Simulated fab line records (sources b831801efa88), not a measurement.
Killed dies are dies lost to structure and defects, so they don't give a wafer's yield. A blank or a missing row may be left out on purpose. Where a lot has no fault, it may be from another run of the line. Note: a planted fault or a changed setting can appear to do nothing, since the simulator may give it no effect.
The tool behind it: which one?    flow sky130    33 wafers from 11 lots sampled at 3 of the route's 708 steps

## WHAT EACH GAUGE READ, for each wafer
SKY_FIELD_ISO_THK_MEAS_25. Usual: FIELD_ISO_CVD_24_THK typically reads 597 nm, with standard deviation 6.1.
lot   measured     on             FIELD_ISO_CVD_24_THK (nm)  flag
L297  day 2 06:17  film_metro-02  594 592 593                
L298  day 2 13:30  film_metro-04  604 597 608                
L299  day 2 19:55  film_metro-02  604 606 602                
L300  day 3 00:13  film_metro-04  607 604 604                
L302  day 3 10:16  film_metro-03  598 597 598                
L308  day 4 17:20  film_metro-03  600 601 602                
L312  day 5 12:47  film_metro-03  597 597 604                
L315  day 6 04:28  film_metro-03  590 598 596                
L317  day 6 15:14  film_metro-02  597 597 593                
L319  day 7 00:47  film_metro-03  591 599 588                
L320  day 7 08:06  film_metro-02  588 587 584                

## EACH LOT AND THE TOOL THAT RAN IT (in order: tool; ch and the chambers of the sampled wafers; start)
lot   SKY_FIELD_ISO_ETCH_14              SKY_FIELD_ISO_ETCH_17
L297  rie_diel-04 ch 1,2,3, day 2 04:23  rie_si-02 ch 0,1,3, day 2 04:35
L298  rie_diel-03 ch 0,1, day 2 10:47    rie_si-02 ch 0,1,2, day 2 10:59
L299  rie_diel-01 ch 0,1,2, day 2 16:14  rie_si-02 ch 0,2,3, day 2 16:26
L300  rie_diel-01 ch 0,2, day 2 20:35    rie_si-01 ch 0,1,3, day 2 20:47
L302  rie_diel-03 ch 1,2,3, day 3 06:28  rie_si-02 ch 2,3, day 3 06:40
L308  rie_diel-01 ch 2,3, day 4 14:47    rie_si-02 ch 0,1,3, day 4 14:59
L312  rie_diel-03 ch 1,2, day 5 10:55    rie_si-01 ch 0,1,2, day 5 11:07
L315  rie_diel-01 ch 0,1, day 6 02:25    rie_si-01 ch 1,2,3, day 6 02:37
L317  rie_diel-03 ch 0,2, day 6 12:49    rie_si-01 ch 0,2,3, day 6 13:01
L319  rie_diel-04 ch 0,2, day 6 22:40    rie_si-01 ch 2,3, day 6 22:52
L320  rie_diel-04 ch 2,3, day 7 05:29    rie_si-01 ch 1,2,3, day 7 05:41
- SKY_FIELD_ISO_ETCH_14: etches BARC in N2/H2, stops on SiO2, time 45.9 s, target depth 60 nm.
- SKY_FIELD_ISO_ETCH_17: etches Si in HBr/Cl2/O2, target depth 342 nm, time 97.7 s.

## WHAT THE TOOLS THEMSELVES READ (means of the sampled wafers that have a number; where no wafer has one, the mark that the record gives instead)
SKY_FIELD_ISO_ETCH_14. Usual: drypump_motor_current_A 5.7 A, standard deviation 0.47; oes_product_au 0.854 a.u., standard deviation 0.0049; run_length_s 74.3 s, standard deviation 0.43; throttle_valve_pct 13.226 %, standard deviation 0.0089.
lot   tool         drypump_motor_current_A (A)  oes_product_au (a.u.)  run_length_s (s)  throttle_valve_pct (%)  flag
L297  rie_diel-04  5.6                          0.849                  74.3              13.228                  
L298  rie_diel-03  6.0                          0.855                  74.4              13.231                  
L299  rie_diel-01  6.0                          0.858                  74.3              13.227                  
L300  rie_diel-01  6.0                          0.851                  74.3              13.224                  
L302  rie_diel-03  5.9                          0.853                  74.2              13.231                  
L308  rie_diel-01  5.2                          0.850                  74.0              13.227                  
L312  rie_diel-03  6.0                          0.853                  73.7              13.221                  
L315  rie_diel-01  6.1                          0.853                  74.4              13.225                  
L317  rie_diel-03  6.2                          0.855                  74.1              13.228                  
L319  rie_diel-04  5.1                          0.850                  74.2              13.229                  
L320  rie_diel-04  5.8                          0.855                  74.1              13.226                  

SKY_FIELD_ISO_ETCH_17. Usual: HBr_flow_sccm 149.9 sccm, standard deviation 0.42; drypump_motor_current_A 5.8 A, standard deviation 0.57; he_backside_leak_sccm 2.78 sccm, standard deviation 0.27; oes_product_au 1.004 a.u., standard deviation 0.0092; run_length_s 125.7 s, standard deviation 0.4; throttle_valve_pct 25.653 %, standard deviation 0.011.
lot   tool       HBr_flow_sccm (sccm)  drypump_motor_current_A (A)  he_backside_leak_sccm (sccm)  oes_product_au (a.u.)  run_length_s (s)  throttle_valve_pct (%)  flag
L297  rie_si-02  150.1                 5.9                          2.98                          1.002                  126.0             25.652                  
L298  rie_si-02  149.7                 5.7                          2.88                          1.004                  126.0             25.657                  
L299  rie_si-02  150.2                 6.0                          2.90                          1.001                  125.8             25.651                  
L300  rie_si-01  149.9                 5.4                          2.81                          1.012                  125.6             25.645                  
L302  rie_si-02  149.7                 5.9                          2.84                          1.004                  125.8             25.657                  
L308  rie_si-02  149.5                 5.9                          2.90                          1.003                  122.6             25.657                  OFF
L312  rie_si-01  150.1                 6.0                          2.63                          1.011                  125.8             25.657                  
L315  rie_si-01  150.2                 5.6                          2.61                          1.010                  125.8             25.650                  
L317  rie_si-01  150.0                 5.8                          2.65                          1.004                  125.4             25.646                  
L319  rie_si-01  150.0                 5.5                          2.62                          1.001                  125.7             25.659                  
L320  rie_si-01  150.2                 5.6                          2.72                          0.998                  125.8             25.652                  

## THE ANSWER, worked out from the rows above alone
Rule: take the mean of a lot's wafers that have a number; if it is more than 3 standard deviations from the usual mean, the lot is off. A lot without any number at a reading at which 4 lots or more have one is off too. Any other lot the step has rows for is counted as sound. The gauges are gone through in route order, then the tools' own readings, and for those a lot's mean is taken as printed above. The first step at which some lot is off is used, and at that step the reading that is off furthest; a lot without a number counts as furthest.
Off, at SKY_FIELD_ISO_ETCH_17 on run_length_s: L308.
A tool fits if, at that step or a process step before it, it ran every lot that is off, and no sound lot after the first of them. One fits: SKY_FIELD_ISO_ETCH_17 on rie_si-02. Its last sound lot is L302 (day 3 06:40), its first lot that is off L308 (day 4 14:59): a fault that began between those two fits.
On the lots that are off, the tool's own readings at SKY_FIELD_ISO_ETCH_17 differ by more than 5 times the standard deviation of the sound lots' means, which bears it out; run_length_s reads 122.6 s there versus 125.8 s on the sound lots.

## WHAT THE SIMULATOR PUT IN
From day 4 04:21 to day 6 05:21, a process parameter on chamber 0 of rie_si-02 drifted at SKY_FIELD_ISO_ETCH_17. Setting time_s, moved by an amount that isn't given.
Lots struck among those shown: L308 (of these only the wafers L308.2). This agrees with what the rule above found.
